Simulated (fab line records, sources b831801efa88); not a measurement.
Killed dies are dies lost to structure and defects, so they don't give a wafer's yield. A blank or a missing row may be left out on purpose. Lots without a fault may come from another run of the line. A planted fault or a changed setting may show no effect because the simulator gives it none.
fab line records | flow sky130
record lots=15 wafers=45 last_day=50
route steps=708 shown FIELD_ISO@28 NWELL@67 VT_ADJUST_HVTP@90
lots that met no fault: from a run of the same line without faults
start_h: hours from the record's first day to the start of the lot's first wafer shown | wait_h: hours since the lot's step before | " the same as in the row above | L1.1+2: a row that stands for several wafers | - no value, or no start given | * or withheld: withheld | < > ~ a bound
route shown NAME@n: a module of which the file shows steps, and the number in the route of the first | usual: mean/standard deviation of fault-free wafers | same: alike in all rows | chamber/n: place in a boat | sites: the reading at each site | _std_site: their standard deviation | _edge_site: outer sites' mean less inner sites' | radius_mm: how far each site lies from the wafer's centre | mask NAME#n: copy n | behind: the tool/chamber that last shaped the wafer | hold: why the lot was held/for how many hours/how that ended | device: the transistor (n, p or np) that didn't switch | end of line: the same wafers' tests at the end of the route | a step without rows: its recipe alone | killed: dies lost to structure and defects at the first sort, not the wafer's yield | map: a wafer's dies, x killed, . not, _ none there
set.NAME: the setting as run; set.NAME@STEP: as run at that earlier step | model.NAME: the simulator's own value behind a step, which no gauge read
steps of the route over a sample of lots; a table a step, a row a wafer
services: from which hour (start_h, from the record's first day; less than 0 if before it) a tool's chamber was out of use, for how many hours, and why
## steps
# step SKY_FIELD_ISO_CMP_27
# recipe stop_on=Si3N4 t_overpolish_s=16 down_force_psi=4 platen_rpm=60 target_thk_nm=457.8 pad_velocity_m_s=0.94248
# usual motor_current_A=12.3/1.3 overpolish_run_s=16.000/0.0089 time_to_endpoint_s=112/3.6
# columns lot.wafer tool chamber start_h wait_h motor_current_A overpolish_run_s time_to_endpoint_s
L343.2 cmp-01 1 35.65 0.0 14.2 15.997 112
L343.3 " 2 " " 12.4 16.011 110
L343.6 " 1 " " 13.8 15.999 115
L345.4 cmp-01 0 45.83 0.1 11.6 15.995 115
L345.2 " 1 " " 13.2 15.990 113
L345.5 " 0 " " 10.9 16.014 109
L346.3 cmp-01 3 51.32 0.0 14.3 16.000 116
L346.2 " 2 " " 12.2 16.008 113
L346.6 " 0 " " 11.8 16.012 115
L347.3 cmp-02 2 57.56 0.0 12.8 15.997 112
L347.4 " 3 " " 10.0 16.009 118
L347.5 " 2 " " 12.7 16.011 112
L348.2 cmp-01 2 59.52 0.0 11.6 16.012 107
L348.5 " 2 " " 11.7 15.999 110
L348.6 " 3 " " 14.5 15.998 112
L349.2 cmp-02 1 69.38 0.0 13.4 16.004 113
L349.4 " 2 " " 12.4 15.998 110
L349.6 " 1 " " 13.4 16.011 115
L354.1 cmp-02 2 91.28 0.1 12.2 16.005 104
L354.2 " 3 " " 10.4 16.004 116
L354.5 " 1 " " 12.8 16.009 107
L355.3 cmp-01 1 95.11 0.1 14.3 16.000 117
L355.5 " 3 " " 14.4 15.996 115
L355.6 " 0 " " 11.4 16.013 114
L356.2 cmp-01 0 101.24 0.0 11.4 15.991 107
L356.3 " 1 " " 13.4 15.990 109
L356.6 " 0 " " 11.3 15.993 107
L360.3 cmp-01 1 122.38 0.0 14.3 16.000 116
L360.4 " 3 " " 13.8 16.007 120
L360.5 " 2 " " 11.8 15.995 114
L361.2 cmp-02 3 129.27 0.1 10.0 16.005 116
L361.1 " 0 " " 11.3 16.008 116
L361.6 " 3 " " 10.3 16.022 120
L362.4 cmp-02 0 133.58 0.0 11.6 16.006 109
L362.1 " 1 " " 13.1 16.001 111
L362.2 " 3 " " 10.3 15.986 117
L363.1 cmp-02 1 135.68 0.1 13.0 15.998 106
L363.3 " 3 " " 10.1 15.988 111
L363.6 " 1 " " 12.4 15.979 105
L365.2 cmp-02 0 149.28 0.1 11.4 16.007 113
L365.3 " 1 " " 12.3 16.011 113
L365.4 " 2 " " 12.0 15.998 115
L366.3 cmp-01 0 155.14 0.0 11.0 15.991 112
L366.4 " 2 " " 12.1 15.997 112
L366.5 " 0 " " 11.3 16.013 114
# step SKY_NWELL_STRIP_14
# recipe chemistry=O2/N2 power_w=1400 pressure_mtorr=1500 platen_temp_c=withheld o2_flow_sccm=3000 n2_flow_sccm=300 overash_fraction=0.5
# usual chamber_pressure_mTorr=1499.9/1.2 drypump_motor_current_A=5.7/0.53 oes_product_au=0.722/0.0043 strip_time_to_endpoint_s=36.93/0.1
# columns lot.wafer tool chamber start_h wait_h chamber_pressure_mTorr drypump_motor_current_A oes_product_au rf_hours_counter_h strip_time_to_endpoint_s
L343.2 plasma_asher-04 1 88.54 0.1 1498.5 6.5 0.725 40 36.80
L343.3 " 0 " " 1499.0 5.2 0.722 - 36.86
L343.6 " 1 " " 1501.0 6.5 0.721 - 36.86
L345.2 plasma_asher-04 0 99.23 0.1 1500.5 5.2 0.717 41 36.92
L345.4 " 1 " " 1500.1 6.5 0.728 - 36.88
L345.5 " 0 " " 1498.1 5.2 0.726 - 36.87
L346.2 plasma_asher-04 0 105.48 0.1 1498.7 5.2 0.721 41 36.87
L346.3 " 0 " " 1500.6 5.2 0.729 - 36.96
L346.6 " 0 " " 1500.3 5.2 0.723 - 36.99
L347.3 plasma_asher-01 0 112.06 0.1 1501.4 5.5 0.720 - 36.99
L347.4 " 1 " " 1501.7 5.1 0.729 - 37.14
L347.5 " 1 " " 1501.7 5.1 0.722 - 37.08
L348.2 plasma_asher-02 1 118.46 0.1 1501.5 5.9 0.722 0 36.98
L348.5 " 1 " " 1497.4 5.9 0.724 - 36.99
L348.6 " 0 " " 1498.4 5.9 0.722 - 37.03
L349.2 plasma_asher-04 0 126.83 0.1 1501.0 5.2 0.709 45 37.01
L349.4 " 1 " " 1498.4 6.4 0.720 - 36.97
L349.6 " 1 " " 1496.6 6.4 0.721 - 36.91
L354.1 plasma_asher-04 1 151.28 0.1 1500.3 6.5 0.717 47 36.83
L354.2 " 0 " " 1499.6 5.2 0.722 47 36.93
L354.5 " 1 " " 1499.2 6.4 0.726 - 36.89
L355.3 plasma_asher-04 0 156.51 0.1 1501.3 5.1 0.720 - 36.91
L355.5 " 1 " " 1498.5 6.4 0.728 - 36.77
L355.6 " 0 " " 1497.6 5.2 0.722 - 36.84
L356.2 plasma_asher-04 1 161.83 0.1 1499.3 6.4 0.718 48 36.74
L356.3 " 1 " " 1499.4 6.4 0.713 - 36.68
L356.6 " 1 " " 1501.2 6.4 0.727 - 36.77
L360.3 plasma_asher-04 0 188.56 0.1 1499.2 5.1 0.725 - 36.85
L360.4 " 1 " " 1498.6 6.4 0.722 - 36.74
L360.5 " 0 " " 1499.6 5.1 0.728 - 36.82
L361.1 plasma_asher-01 0 195.63 0.1 1498.0 5.5 0.723 42 37.07
L361.2 " 1 " " 1497.7 5.2 0.727 42 36.95
L361.6 " 0 " " 1500.0 5.5 0.731 - 37.06
L362.1 plasma_asher-02 1 201.07 0.2 1499.0 5.9 0.726 8 37.01
L362.2 " 0 " " 1500.0 5.9 0.714 8 36.94
L362.4 " 1 " " 1499.8 5.9 0.721 - 36.88
L363.1 plasma_asher-01 0 201.63 0.1 1497.9 5.5 0.726 43 36.94
L363.3 " 0 " " 1498.7 5.5 0.715 - 36.96
L363.6 " 0 " " 1499.1 5.6 0.726 - 36.96
L365.2 plasma_asher-04 1 217.73 0.1 1500.5 6.5 0.730 53 36.96
L365.3 " 1 " " 1499.7 6.5 0.724 - 36.92
L365.4 " 0 " " 1501.6 5.1 0.722 - 36.83
L366.3 plasma_asher-01 0 222.21 0.1 1500.5 5.5 0.720 - 36.97
L366.4 " 1 " " 1497.6 5.1 0.728 - 37.01
L366.5 " 1 " " 1499.6 5.1 0.721 - 37.01
# step SKY_VT_ADJUST_HVTP_PEB_05
# recipe temp_c=withheld time_s=* resist=NOVOLAK
# usual chill_plate_temp_C=* exhaust_pa=44.9/0.97
# columns lot.wafer tool chamber start_h wait_h chill_plate_temp_C exhaust_pa
L343.2 litho_track-04 0 123.86 - * 44.1
L343.3 " 0 " " * 45.8
L343.6 " 0 " " * 44.5
L345.2 litho_track-04 0 136.46 - * 43.9
L345.4 " 0 " " * 43.8
L345.5 " 0 " " * 44.5
L346.2 litho_track-03 0 143.02 - * 42.9
L346.3 " 0 " " * 42.8
L346.6 " 0 " " * 42.1
L347.3 litho_track-03 0 151.19 - * 44.3
L347.4 " 0 " " * 45.3
L347.5 " 0 " " * 45.9
L348.2 litho_track-04 0 157.86 - * 45.2
L348.5 " 0 " " * 45.5
L348.6 " 0 " " * 46.1
L349.2 litho_track-02 0 166.43 - * 45.4
L349.4 " 0 " " * 43.1
L349.6 " 0 " " * 44.8
L354.1 litho_track-03 - 193.74 - - -
L354.2 " - " " - -
L354.5 " - " " - -
L355.3 litho_track-03 - 198.79 - - -
L355.5 " - " " - -
L355.6 " - " " - -
L356.2 litho_track-03 - 204.32 - - -
L356.3 " - " " - -
L356.6 " - " " - -
L360.3 litho_track-03 0 231.04 - * 44.4
L360.4 " 0 " " * 44.4
L360.5 " 0 " " * 43.8
L361.1 litho_track-04 0 239.29 - * 46.7
L361.2 " 0 " " * 45.4
L361.6 " 0 " " * 46.0
L362.1 litho_track-03 0 244.94 - * 44.0
L362.2 " 0 " " * 44.2
L362.4 " 0 " " * 44.3
L363.1 litho_track-03 0 245.59 - * 44.5
L363.3 " 0 " " * 46.3
L363.6 " 0 " " * 44.5
L365.2 litho_track-04 0 264.96 - * 47.1
L365.3 " 0 " " * 45.0
L365.4 " 0 " " * 46.1
L366.3 litho_track-03 0 269.34 - * 45.3
L366.4 " 0 " " * 46.0
L366.5 " 0 " " * 45.6
# step SKY_VT_ADJUST_HVTP_TW_MEAS_11
# usual VT_ADJUST_HVTP_TW=1349/11
# columns lot.wafer tool chamber start_h wait_h VT_ADJUST_HVTP_TW
L343.2 film_metro-04 - 124.56 0.1 1355
L343.3 " - " " 1352
L343.6 " - " " 1354
L345.2 film_metro-02 - 137.16 0.1 1355
L345.4 " - " " 1356
L345.5 " - " " 1359
L346.2 film_metro-03 - 143.71 0.1 1343
L346.3 " - " " 1347
L346.6 " - " " 1349
L347.3 film_metro-04 - 151.87 0.1 1340
L347.4 " - " " 1346
L347.5 " - " " 1342
L348.2 film_metro-02 - 158.56 0.1 1374
L348.5 " - " " 1369
L348.6 " - " " 1373
L349.2 film_metro-04 - 167.12 0.1 1345
L349.4 " - " " 1341
L349.6 " - " " 1353
L354.1 film_metro-02 - 194.45 0.1 1360
L354.2 " - " " 1357
L354.5 " - " " 1361
L355.3 film_metro-02 - 201.10 0.1 1354
L355.5 " - " " 1355
L355.6 " - " " 1357
L356.2 film_metro-04 - 205.01 0.1 1339
L356.3 " - " " 1335
L356.6 " - " " 1345
L360.3 film_metro-04 - 231.72 0.1 1345
L360.4 " - " " 1358
L360.5 " - " " 1354
L361.1 film_metro-03 - 240.00 0.1 1331
L361.2 " - " " 1329
L361.6 " - " " 1328
L362.1 film_metro-04 - 245.65 0.1 1336
L362.2 " - " " 1335
L362.4 " - " " 1347
L363.1 film_metro-03 - 246.30 0.1 1323
L363.3 " - " " 1339
L363.6 " - " " 1330
L365.2 film_metro-04 - 265.69 0.1 1358
L365.3 " - " " 1354
L365.4 " - " " 1360
L366.3 film_metro-02 - 270.02 0.1 1361
L366.4 " - " " 1360
L366.5 " - " " 1359
## services
# columns tool chamber start_h hours kind
cmp-01 - 12.83 1.4 repair
plasma_asher-01 - 15.72 2.8 pm
cmp-02 - 20.09 7.3 repair
plasma_asher-04 - 30.38 6.9 repair
cmp-02 - 47.11 2.0 repair
cmp-02 - 64.00 4.0 pm
cmp-02 - 68.00 - consumable_replace:conditioner
cmp-02 - 68.00 - consumable_replace:pad
plasma_asher-02 - 70.23 7.0 pm
cmp-02 - 83.38 5.5 pm
plasma_asher-04 - 84.45 1.4 repair
plasma_asher-02 - 108.75 9.0 pm
plasma_asher-02 0 108.75 9.0 vent_cycle
cmp-01 - 126.18 0.7 repair
plasma_asher-04 - 131.09 0.3 repair
cmp-01 - 141.00 4.5 pm
cmp-02 - 181.42 1.2 repair
plasma_asher-02 - 193.56 0.6 repair
plasma_asher-04 - 201.56 1.4 repair
plasma_asher-04 - 205.25 5.7 repair
cmp-01 - 232.09 4.0 pm
cmp-01 - 236.09 - consumable_replace:conditioner
cmp-01 - 236.09 - consumable_replace:pad
cmp-02 - 257.84 1.8 repair
## key
first_sign step=SKY_VT_ADJUST_HVTP_PEB_05 reading=tool_record direction=missing
effect none on later readings
met_at SKY_VT_ADJUST_HVTP_PEB_05
struck_lots L354,L355,L356
sort_left_out L354.1,L354.2,L354.5,L355.3,L355.5,L355.6,L356.2,L356.3,L356.6
tester_left_out L354,L355,L356
not_acting_at SKY_FIELD_ISO_CMP_27,SKY_NWELL_STRIP_14,SKY_VT_ADJUST_HVTP_TW_MEAS_11
onset_between 151.19 193.74
fault kind=skipped_step_whole tool=litho_track-03 chamber=- onset_h=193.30 steps=SKY_VT_ADJUST_HVTP_PEB_05 scope=struck_lots_only
# tester_left_out: of these lots the tester's yield and bins aren't shown, on N5 and GAA mostly nor the transistor test; their killed dies are dies lost to structure and defects alone, not to doping, threshold or leakage, so they don't give the yield
# sort_left_out: the simulated sort isn't trusted on such a fault, so these wafers' sort isn't shown, and their yield isn't known
